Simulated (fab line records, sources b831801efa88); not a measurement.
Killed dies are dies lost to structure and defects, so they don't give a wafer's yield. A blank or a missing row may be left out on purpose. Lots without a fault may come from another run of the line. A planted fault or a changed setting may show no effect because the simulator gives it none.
A struck lot beside a sound one | flow sfq_line | 14 steps out of a route of 325
Sound: wafers L991.1, L991.4, L991.5. Struck: wafers L998.1, L998.4, L998.5. The cause comes at the end.
At each step with rows: each side's tool, then ch and its chambers, then its first start. Under that, the readings that differ: sound wafers | struck wafers | difference of the means | sigmas: that difference in standard deviations of wafers without a fault.
alike: readings whose means differ by less than 2 such deviations, and words and numbers that are the same on both sides. not compared: withheld readings, readings that some wafer has no value for, bounds like >300 that may hide the same value, and numbers for which the record gives no deviation and whose values overlap.
The two part at a step that has a row with sigmas, a row that says differs or no value, or rows on one side only. Numbers that don't overlap but have no deviation are shown without sigmas and don't part them. A reading that every wafer of one side lacks parts them only if that side has two wafers or more.

first, 6 steps without rows for these wafers: SFQ_TRILAYER_M7_LITHO_COAT_182 (resist thk 62 nm); SFQ_TRILAYER_M7_LITHO_COAT_177 (resist thk 600 nm); SFQ_TRILAYER_M7_LITHO_SOFTBAKE_181; SFQ_TRILAYER_M7_LITHO_EXPOSE_178 (exposes mask M7, target cd 500 nm); SFQ_TRILAYER_M7_LITHO_PEB_180 (peb time 60 s); SFQ_TRILAYER_M7_LITHO_DEVELOP_179 (time 60 s).
SFQ_M7_OVL_MEAS_945:
  sound on overlay-01, day 80 23:16; struck on overlay-02, day 86 05:03
  alike: M7_OVL
SFQ_TRILAYER_M7_BARC_OPEN_METAL_ETCH_229: etches BARC in O2, target depth 125 nm, time 41.7 s.
  sound on rie_metal-03 ch 0, day 80 23:17; struck on rie_metal-03 ch 1, day 86 05:05
  alike: drypump_motor_current_A, oes_product_au, rf_fwd_power_W
  not compared: rf_hours_counter_h
SFQ_TRILAYER_M7_ETCH_METAL_ETCH_180: etches Nb in Cl2/Ar, stops on SiO2, target depth 240 nm, time 120 s.
  sound on rie_metal-03 ch 0, day 80 23:21; struck on rie_metal-03 ch 1, day 86 05:12
  reading            | sound             | struck            | difference | sigmas
  rf_fwd_power_W (W) | 597.7 599.8 597.4 | 592.3 596.1 594.5 | -4.0       | -2
  alike: drypump_motor_current_A, oes_product_au
  not compared: rf_hours_counter_h
SFQ_TRILAYER_M7_STRIP_STRIP_181: strips in O2.
  sound on rie_metal-03 ch 0, day 80 23:29; struck on rie_metal-03 ch 1, day 86 05:27
  alike: drypump_motor_current_A, oes_product_au
  not compared: rf_hours_counter_h
then, 1 step without rows for these wafers: SFQ_TRILAYER_M7_STRIP_SOLV_CLEAN_182 (cleans in NMP, time 600 s).
SFQ_TRILAYER_I7_DEP_PECVD_183: deposits SiO2 from SiH4/N2O, time 111.11 s, target thk 500 nm.
  sound on pecvd-01 ch 0,1, day 81 00:15; struck on pecvd-03 ch 0,1,2, day 86 06:50
  reading                                             | sound             | struck            | difference | sigmas
  run_length_s (s)                                    | 139.7 139.3 139.6 | 167.7 166.1 166.6 | +27.3      | +50
  model.SiO2_of_TRILAYER_I7_DEP_PECVD_183.thk_nm (nm) | 490.2 489.9 496.9 | 618.2 634.6 631   | +135.6     |
  alike: heater_power_w, rf_fwd_power_W, showerhead_vpp_V, throttle_valve_pct
SFQ_TRILAYER_I7_CMP_CMP_184: polishes SiO2.
  sound on cmp-02 ch 1,2,3, day 81 01:20; struck on cmp-02 ch 0,3, day 86 07:25
  reading                | sound       | struck      | difference | sigmas
  time_to_endpoint_s (s) | 209 208 207 | 301 319 306 | +101       | +12
  alike: motor_current_A, retaining_ring_pressure_frac
SFQ_I7_BOW_MEAS_946:
  sound on film_metro-03, day 81 03:20; struck on film_metro-03, day 86 09:55
  reading     | sound   | struck   | difference | sigmas
  I7_BOW (um) | -4 -2 0 | 23 20 17 | +22        | +2

WHERE THEY PART
First at SFQ_TRILAYER_M7_ETCH_METAL_ETCH_180; last, within this record, at SFQ_I7_BOW_MEAS_946.

WHY: what the simulator had put in
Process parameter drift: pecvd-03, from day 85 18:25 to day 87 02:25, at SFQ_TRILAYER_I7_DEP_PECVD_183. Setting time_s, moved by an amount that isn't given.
